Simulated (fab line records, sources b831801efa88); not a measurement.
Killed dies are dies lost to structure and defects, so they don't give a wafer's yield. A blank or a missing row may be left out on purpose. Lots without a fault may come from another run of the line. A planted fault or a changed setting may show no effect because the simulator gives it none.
fab line records | flow gf180mcu
record lots=12 wafers=36 last_day=35
route steps=602 shown VT_IMPLANT@121 CONTACT@290 V1@352
lots that met no fault: from a run of the same line without faults
start_h: hours from the record's first day to the start of the lot's first wafer shown | wait_h: hours since the lot's step before | " the same as in the row above | L1.1+2: a row that stands for several wafers | - no value, or no start given | * or withheld: withheld | < > ~ a bound
route shown NAME@n: a module of which the file shows steps, and the number in the route of the first | usual: mean/standard deviation of fault-free wafers | same: alike in all rows | chamber/n: place in a boat | sites: the reading at each site | _std_site: their standard deviation | _edge_site: outer sites' mean less inner sites' | radius_mm: how far each site lies from the wafer's centre | mask NAME#n: copy n | behind: the tool/chamber that last shaped the wafer | hold: why the lot was held/for how many hours/how that ended | device: the transistor (n, p or np) that didn't switch | end of line: the same wafers' tests at the end of the route | a step without rows: its recipe alone | killed: dies lost to structure and defects at the first sort, not the wafer's yield | map: a wafer's dies, x killed, . not, _ none there
set.NAME: the setting as run; set.NAME@STEP: as run at that earlier step | model.NAME: the simulator's own value behind a step, which no gauge read
steps of the route over a sample of lots; a table a step, a row a wafer
services: from which hour (start_h, from the record's first day; less than 0 if before it) a tool's chamber was out of use, for how many hours, and why
## steps
# step GF_VT_IMPLANT_STRIP_31
# recipe chemistry=O2/N2 power_w=1400 pressure_mtorr=1500 platen_temp_c=250 o2_flow_sccm=3000 n2_flow_sccm=300 overash_fraction=0.5
# usual chamber_pressure_mTorr=1499.8/1.4 drypump_motor_current_A=5.7/0.35 heater_power_w=335/32 oes_product_au=0.716/0.0045 strip_time_to_endpoint_s=12.64/0.034
# columns lot.wafer tool chamber start_h wait_h chamber_pressure_mTorr drypump_motor_current_A heater_power_w oes_product_au rf_hours_counter_h strip_time_to_endpoint_s
L197.2 plasma_asher-03 1 143.74 0.1 1498.8 4.9 300 0.724 49 12.61
L197.4 " 0 " " 1498.5 6.0 399 0.715 - 12.63
L197.6 " 0 " " 1498.6 6.0 405 0.721 - 12.62
L201.1 plasma_asher-01 0 175.20 0.1 1500.6 5.9 313 0.721 50 12.57
L201.3 " 0 " " 1498.0 5.9 311 0.713 - 12.57
L201.6 " 0 " " 1499.7 5.9 313 0.716 - 12.58
L204.1 plasma_asher-01 0 200.85 0.1 1497.8 5.9 309 0.719 53 12.71
L204.3 " 0 " " 1500.8 5.9 305 0.710 - 12.65
L204.6 " 0 " " 1499.3 5.9 308 0.713 - 12.68
L207.2 plasma_asher-01 0 205.20 0.1 - - - - - -
L207.4 " 0 " " - - - - - -
L207.6 " 0 " " - - - - - -
L208.1 plasma_asher-02 0 215.59 0.1 - - - - - -
L208.3 " 0 " " - - - - - -
L208.6 " 1 " " - - - - - -
L209.1 plasma_asher-01 1 226.08 0.1 - - - - - -
L209.3 " 0 " " - - - - - -
L209.5 " 1 " " - - - - - -
L213.1 plasma_asher-01 0 251.59 0.1 1501.7 5.9 317 0.720 59 12.68
L213.2 " 1 " " 1500.1 5.7 352 0.713 59 12.66
L213.3 " 0 " " 1500.0 5.9 321 0.720 - 12.65
L214.1 plasma_asher-02 0 254.54 0.1 1500.0 5.6 325 0.719 12 12.60
L214.2 " 1 " " 1500.8 5.9 333 0.715 12 12.62
L214.6 " 1 " " 1499.6 5.9 324 0.716 - 12.62
L215.2 plasma_asher-02 0 263.24 0.1 1499.0 5.6 320 0.715 13 12.71
L215.3 " 0 " " 1500.3 5.6 328 0.718 - 12.69
L215.4 " 1 " " 1498.6 5.9 337 0.711 - 12.69
L216.2 plasma_asher-01 0 270.64 0.1 1498.1 5.9 301 0.723 61 12.61
L216.3 " 0 " " 1500.2 5.9 314 0.714 - 12.64
L216.6 " 1 " " 1499.1 5.7 359 0.714 - 12.64
L219.3 plasma_asher-03 1 292.73 0.1 1498.1 4.8 302 0.713 - 12.61
L219.4 " 0 " " 1499.9 6.1 401 0.723 - 12.65
L219.6 " 1 " " 1499.9 4.8 298 0.710 - 12.62
L220.2 plasma_asher-01 1 300.84 0.1 1501.3 5.7 361 0.718 64 12.64
L220.3 " 0 " " 1498.4 5.9 306 0.724 - 12.66
L220.6 " 0 " " 1499.0 5.9 308 0.711 - 12.66
# step GF_VT_IMPLANT_STRIP_42
# recipe chemistry=O2/N2 power_w=1400 pressure_mtorr=1500 platen_temp_c=250 o2_flow_sccm=3000 n2_flow_sccm=300 overash_fraction=0.5
# usual chamber_pressure_mTorr=1500.2/1.3 drypump_motor_current_A=5.7/0.34 heater_power_w=335/32 oes_product_au=0.716/0.0045 strip_time_to_endpoint_s=12.64/0.032
# columns lot.wafer tool chamber start_h wait_h chamber_pressure_mTorr drypump_motor_current_A heater_power_w oes_product_au rf_hours_counter_h strip_time_to_endpoint_s
L197.2 plasma_asher-03 1 159.65 0.1 1502.7 4.8 298 0.709 51 12.64
L197.4 " 1 " " 1498.3 4.8 296 0.713 - 12.67
L197.6 " 1 " " 1500.6 4.9 298 0.709 - 12.63
L201.1 plasma_asher-01 0 192.79 0.1 1497.0 5.9 312 0.720 52 12.63
L201.3 " 0 " " 1499.4 5.9 306 0.710 - 12.63
L201.6 " 0 " " 1499.3 5.9 300 0.718 - 12.64
L204.1 plasma_asher-01 1 219.14 0.1 1499.8 5.8 349 0.716 55 12.68
L204.3 " 0 " " 1497.3 5.9 307 0.714 - 12.64
L204.6 " 0 " " 1500.4 5.9 309 0.718 - 12.64
L207.2 plasma_asher-01 0 223.90 0.1 1500.3 5.9 305 0.723 56 27.70
L207.4 " 1 " " 1499.0 5.7 355 0.722 - 27.59
L207.6 " 0 " " 1498.9 5.9 314 0.714 - 27.62
L208.1 plasma_asher-02 0 233.78 0.1 1504.2 5.6 332 0.714 10 27.65
L208.3 " 1 " " 1500.6 5.9 336 0.722 - 27.67
L208.6 " 1 " " 1499.8 5.9 329 0.716 - 27.59
L209.1 plasma_asher-03 1 245.04 0.1 1501.6 4.8 300 0.723 61 27.60
L209.3 " 1 " " 1500.1 4.8 308 0.719 - 27.65
L209.5 " 0 " " 1501.7 6.0 404 0.707 - 27.65
L213.1 plasma_asher-02 0 271.07 0.1 1499.6 5.5 332 0.719 14 12.66
L213.2 " 1 " " 1500.5 5.9 327 0.712 14 12.60
L213.3 " 0 " " 1499.7 5.6 310 0.715 - 12.64
L214.1 plasma_asher-01 0 274.49 0.1 1500.6 5.9 305 0.715 61 12.64
L214.2 " 1 " " 1499.7 5.7 354 0.716 61 12.60
L214.6 " 0 " " 1500.1 5.9 312 0.724 - 12.62
L215.2 plasma_asher-01 0 286.04 0.1 1500.3 5.9 319 0.717 62 12.62
L215.3 " 1 " " 1500.7 5.7 360 0.711 - 12.64
L215.4 " 0 " " 1498.9 5.9 312 0.719 - 12.68
L216.2 plasma_asher-02 0 290.99 0.1 1500.2 5.6 322 0.716 16 12.64
L216.3 " 1 " " 1499.1 5.9 321 0.715 - 12.68
L216.6 " 0 " " 1499.9 5.6 323 0.715 - 12.63
L219.3 plasma_asher-02 1 312.81 0.1 1501.0 5.9 331 0.718 - 12.63
L219.4 " 0 " " 1503.0 5.6 323 0.715 - 12.65
L219.6 " 0 " " 1500.7 5.6 323 0.719 - 12.69
L220.2 plasma_asher-02 1 322.14 0.1 1498.2 5.9 328 0.725 19 12.70
L220.3 " 1 " " 1501.1 5.9 334 0.719 - 12.69
L220.6 " 0 " " 1501.1 5.6 326 0.719 - 12.68
# step GF_VT_IMPLANT_TW_MEAS_43
# usual VT_IMPLANT_4_TW=692/6.1
# columns lot.wafer tool chamber start_h wait_h hold VT_IMPLANT_4_TW
L197.2 film_metro-03 - 159.76 0.1 - 694
L197.4 " - " " - 690
L197.6 " - " " - 694
L201.1 film_metro-02 - 192.89 0.1 - 684
L201.3 " - " " - 689
L201.6 " - " " - 685
L204.1 film_metro-02 - 219.24 0.1 - 691
L204.3 " - " " - 692
L204.6 " - " " - 693
L207.2 film_metro-04 - 224.01 0.1 await_dispo/0.2h/release 30
L207.4 " - " " await_dispo/0.2h/release 31
L207.6 " - " " await_dispo/0.2h/release 30
L207.2 film_metro-04 - 224.23 0.2 - 30
L207.4 " - " " - 30
L207.6 " - " " - 30
L208.1 film_metro-04 - 233.88 0.1 await_dispo/0.2h/release 30
L208.3 " - " " await_dispo/0.2h/release 30
L208.6 " - " " await_dispo/0.2h/release 30
L208.1 film_metro-04 - 234.10 0.2 - 30
L208.3 " - " " - 30
L208.6 " - " " - 30
L209.1 film_metro-03 - 245.14 0.1 await_dispo/0.2h/release 30
L209.3 " - " " await_dispo/0.2h/release 30
L209.5 " - " " await_dispo/0.2h/release 30
L209.1 film_metro-03 - 245.37 0.2 - 30
L209.3 " - " " - 30
L209.5 " - " " - 30
L213.1 film_metro-04 - 271.17 0.1 - 694
L213.2 " - " " - 696
L213.3 " - " " - 698
L214.1 film_metro-03 - 274.59 0.1 - 691
L214.2 " - " " - 685
L214.6 " - " " - 689
L215.2 film_metro-04 - 286.15 0.1 - 700
L215.3 " - " " - 698
L215.4 " - " " - 697
L216.2 film_metro-02 - 291.10 0.1 - 691
L216.3 " - " " - 690
L216.6 " - " " - 693
L219.3 film_metro-04 - 312.89 0.1 - 694
L219.4 " - " " - 693
L219.6 " - " " - 691
L220.2 film_metro-02 - 322.25 0.1 - 684
L220.3 " - " " - 685
L220.6 " - " " - 687
# step GF_CONTACT_THK_MEAS_03
# recipe reads=SiO2_of_CONTACT_CVD_02
# usual CONTACT_CVD_02_THK=858/11
# columns lot.wafer tool chamber start_h wait_h CONTACT_CVD_02_THK[nm]
L197.2 film_metro-01 - 344.48 0.0 858
L197.4 " - " " 864
L197.6 " - " " 879
L201.1 film_metro-04 - 390.88 0.0 856
L201.3 " - " " 857
L201.6 " - " " 873
L204.1 film_metro-01 - 431.95 0.0 850
L204.3 " - " " 854
L204.6 " - " " 873
L213.1 film_metro-03 - 493.22 0.0 846
L213.2 " - " " 845
L213.3 " - " " 841
L214.1 film_metro-03 - 494.20 0.1 855
L214.2 " - " " 836
L214.6 " - " " 859
L215.2 film_metro-01 - 512.50 0.0 848
L215.3 " - " " 872
L215.4 " - " " 863
L216.2 film_metro-01 - 517.34 0.1 850
L216.3 " - " " 862
L216.6 " - " " 869
L219.3 film_metro-01 - 539.66 0.1 856
L219.4 " - " " 863
L219.6 " - " " 858
L220.2 film_metro-04 - 546.70 0.1 866
L220.3 " - " " 874
L220.6 " - " " 873
# step GF_V1_ETCH_17
# recipe chemistry=C4F8/O2/Ar mask_material=KrF target=SiO2 stop_on=TiN source_w=1500 bias_w=1200 pressure_mtorr=40 c4f8_flow_sccm=withheld O2_flow_sccm=6 Ar_flow_sccm=300 time_s=withheld target_depth_a=6300
# usual chamber_pressure_mTorr=40.00/0.036 oes_product_au=0.856/0.0043
# columns lot.wafer tool chamber start_h wait_h chamber_pressure_mTorr oes_product_au
L197.2 rie_diel-03 2 - - 40.05 0.865
L197.4 " 3 " " 39.94 0.846
L197.6 " 2 " " 40.08 0.856
L201.1 rie_diel-03 1 - - 40.01 0.865
L201.3 " 0 " " 40.03 0.865
L201.6 " 2 " " 40.03 0.853
L204.1 rie_diel-03 0 - - 39.97 0.857
L204.3 " 2 " " 40.02 0.851
L204.6 " 2 " " 39.96 0.860
L213.1 rie_diel-04 0 - - 40.02 0.861
L213.2 " 2 " " 40.00 0.849
L213.3 " 1 " " 39.96 0.856
L214.1 rie_diel-03 2 - - 40.05 0.862
L214.2 " 1 " " 40.03 0.851
L214.6 " 1 " " 40.03 0.858
L215.2 rie_diel-02 2 - - 39.97 0.852
L215.3 " 0 " " 40.00 0.851
L215.4 " 3 " " 40.09 0.852
L216.2 rie_diel-04 3 - - 40.02 0.858
L216.3 " 2 " " 39.97 0.861
L216.6 " 2 " " 39.95 0.860
L219.3 rie_diel-02 2 - - 39.96 0.859
L219.4 " 0 " " 39.99 0.857
L219.6 " 3 " " 40.00 0.851
L220.2 rie_diel-04 2 - - 40.06 0.861
L220.3 " 0 " " 39.96 0.857
L220.6 " 3 " " 40.01 0.853
# step GF_V1_RS_MEAS_24
# recipe thk_meas_gauge=four-point-probe reads=W_of_V1_CVD_23+TiN_of_V1_SPUTTER_22+Ti_of_V1_SPUTTER_21
# usual V1_W_RS=0.328/0.0042
# columns lot.wafer tool chamber start_h wait_h V1_W_RS[ohm/sq]
L197.2 film_metro-02 - 417.31 0.1 0.325
L197.4 " - " " 0.318
L197.6 " - " " 0.321
L201.1 film_metro-01 - 468.79 0.1 0.323
L201.3 " - " " 0.325
L201.6 " - " " 0.331
L204.1 film_metro-03 - 511.17 0.1 0.340
L204.3 " - " " 0.325
L204.6 " - " " 0.330
L213.1 film_metro-01 - 566.69 0.1 0.323
L213.2 " - " " 0.330
L213.3 " - " " 0.323
L214.1 film_metro-03 - 567.55 0.2 0.324
L214.2 " - " " 0.323
L214.6 " - " " 0.327
L215.2 film_metro-03 - 585.71 0.1 0.332
L215.3 " - " " 0.326
L215.4 " - " " 0.329
L216.2 film_metro-02 - 588.91 0.1 0.327
L216.3 " - " " 0.322
L216.6 " - " " 0.330
L219.3 film_metro-03 - 611.87 0.1 0.330
L219.4 " - " " 0.325
L219.6 " - " " 0.325
L220.2 film_metro-03 - 616.71 0.1 0.322
L220.3 " - " " 0.322
L220.6 " - " " 0.328
## services
# columns tool chamber start_h hours kind
rie_diel-03 2 143.49 5.5 repair
rie_diel-03 3 193.90 69.3 repair
plasma_asher-02 - 193.91 14.6 pm
rie_diel-03 1 202.11 14.1 repair
rie_diel-03 - 211.00 0.6 repair
plasma_asher-02 - 217.11 12.2 repair
rie_diel-03 2 218.05 20.4 repair
rie_diel-03 0 267.03 1.7 repair
rie_diel-03 0 268.78 22.2 repair
plasma_asher-02 - 277.30 6.2 repair
rie_diel-03 - 318.11 14.6 pm
rie_diel-03 3 342.43 23.6 repair
plasma_asher-02 - 346.42 10.3 pm
rie_diel-03 1 410.56 14.7 repair
plasma_asher-01 - 414.76 14.6 pm
plasma_asher-01 - 429.36 9.0 pm
rie_diel-03 - 431.50 0.3 repair
plasma_asher-01 - 433.02 1.7 repair
rie_diel-03 3 459.00 14.7 repair
plasma_asher-03 - 476.98 0.5 repair
plasma_asher-02 - 503.16 0.6 repair
plasma_asher-01 - 538.05 7.1 repair
plasma_asher-02 - 557.85 31.1 repair
plasma_asher-02 - 577.76 2.8 repair
## key
first_sign step=GF_VT_IMPLANT_STRIP_31 reading=tool_record direction=missing
effect step=GF_VT_IMPLANT_STRIP_42 reading=strip_time_to_endpoint_s direction=up sigmas=99+ usual=* struck=*
effect step=GF_VT_IMPLANT_TW_MEAS_43 reading=visit direction=added
effect step=GF_VT_IMPLANT_TW_MEAS_43 reading=VT_IMPLANT_4_TW direction=down sigmas=99+ usual=692 struck=30
met_at GF_VT_IMPLANT_STRIP_31
struck_lots L207,L208,L209
scrapped_behind GF_VT_IMPLANT_TW_MEAS_43 L207.2,L207.4,L207.6,L208.1,L208.3,L208.6,L209.1,L209.3,L209.5
not_acting_at GF_CONTACT_THK_MEAS_03,GF_V1_ETCH_17,GF_V1_RS_MEAS_24
onset_between 200.85 205.20
fault kind=skipped_step_whole tool=plasma_asher-01,plasma_asher-02 chamber=- onset_h=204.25 steps=GF_VT_IMPLANT_STRIP_31 scope=struck_lots_only
